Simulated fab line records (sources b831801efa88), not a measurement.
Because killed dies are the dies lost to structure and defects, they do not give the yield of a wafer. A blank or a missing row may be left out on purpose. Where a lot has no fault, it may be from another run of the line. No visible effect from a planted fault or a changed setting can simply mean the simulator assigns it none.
Which of the tools did it? | flow sky130 | 6 lots with 18 wafers sampled at 4 steps, on a route of 708 steps

== WHAT EACH GAUGE READ, for each wafer ==
SKY_LOCAL_INTERCONNECT_CD_MEAS_11 targets a cd of 170 nm.
lot  | measured     | on        | cd-nm (nm)
L267 | day 30 10:55 | cd-sem-01 | 167.3 166.1 167.2
L269 | day 31 10:28 | cd-sem-01 | 169.3 170.5 169.0
L276 | day 33 16:32 | cd-sem-02 | 168.5 171.0 169.8
L279 | day 34 14:02 | cd-sem-01 | 175.0 174.5 175.2 175.4 174.2 175.5
L283 | day 35 16:34 | cd-sem-01 | 167.9 170.7 171.0
L285 | day 36 09:11 | cd-sem-01 | 170.0 169.0 170.6

== WHAT TOOL EACH LOT RAN ON (gives the tool, then ch and the chambers of the sampled wafers, and finally the start) ==
lot  | SKY_LI_CONTACT_CVD_21         | SKY_LOCAL_INTERCONNECT_SPUTTER_00 | SKY_LOCAL_INTERCONNECT_DEVELOP_10
L267 | cvd-w-01 ch 0, day 29 06:04   | pvd-sputter-04, day 29 06:40      | litho-track-03 ch 0, day 30 10:00
L269 | cvd-w-02 ch 1, day 30 05:28   | pvd-sputter-02, day 30 06:12      | litho-track-01 ch 0, day 31 10:00
L276 | cvd-w-01 ch 0,1, day 32 13:11 | pvd-sputter-04, day 32 13:48      | litho-track-02 ch 0, day 33 16:00
L279 | cvd-w-01 ch 0,1, day 33 10:58 | pvd-sputter-01, day 33 11:34      | litho-track-02 ch 0, day 34 13:00
L283 | cvd-w-02 ch 0,1, day 34 14:13 | pvd-sputter-02, day 34 14:49      | litho-track-03 ch 0, day 35 16:00
L285 | cvd-w-01 ch 1, day 35 05:46   | pvd-sputter-04, day 35 06:22      | litho-track-03 ch 0, day 36 09:00
- SKY_LI_CONTACT_CVD_21: deposits W, target thk 400 nm, time 120.56 s.
- SKY_LOCAL_INTERCONNECT_SPUTTER_00: material TiN, target thk 100 nm, time 83.3 s.
- SKY_LOCAL_INTERCONNECT_DEVELOP_10: develop time 60 s.

== THE ANSWER, worked out from the rows above alone ==
Rule: what is usual is taken from the lots themselves. Put in order of their means at a reading, lots are off if they are a third of the lots or fewer, leave a main group of 4 or more, and stand apart from it by a gap of 3 or more times the standard deviation of the main group's means; of several such gaps the widest counts. The tables above print the reading to a certain number of digits; a main group whose means all agree to those digits is not used. A lot without any number at a reading at which 4 lots or more have one is off too. Where the step has rows for the other lots, those lots are counted as sound.
Off, at SKY_LOCAL_INTERCONNECT_CD_MEAS_11 on cd-nm: L279. The main group has a mean of 169.2 nm with a standard deviation of 1.2.
A tool fits if, at a process step before that reading, it ran every lot that is off, and no sound lot after the first of them. Gauges at SKY_LOCAL_INTERCONNECT_CD_MEAS_11: tried the same way as those tools. Can't be told from this: 2 tools fit, pvd-sputter-01 at SKY_LOCAL_INTERCONNECT_SPUTTER_00, litho-track-02 at SKY_LOCAL_INTERCONNECT_DEVELOP_10.

== WHAT THE SIMULATOR HAD PUT IN ==
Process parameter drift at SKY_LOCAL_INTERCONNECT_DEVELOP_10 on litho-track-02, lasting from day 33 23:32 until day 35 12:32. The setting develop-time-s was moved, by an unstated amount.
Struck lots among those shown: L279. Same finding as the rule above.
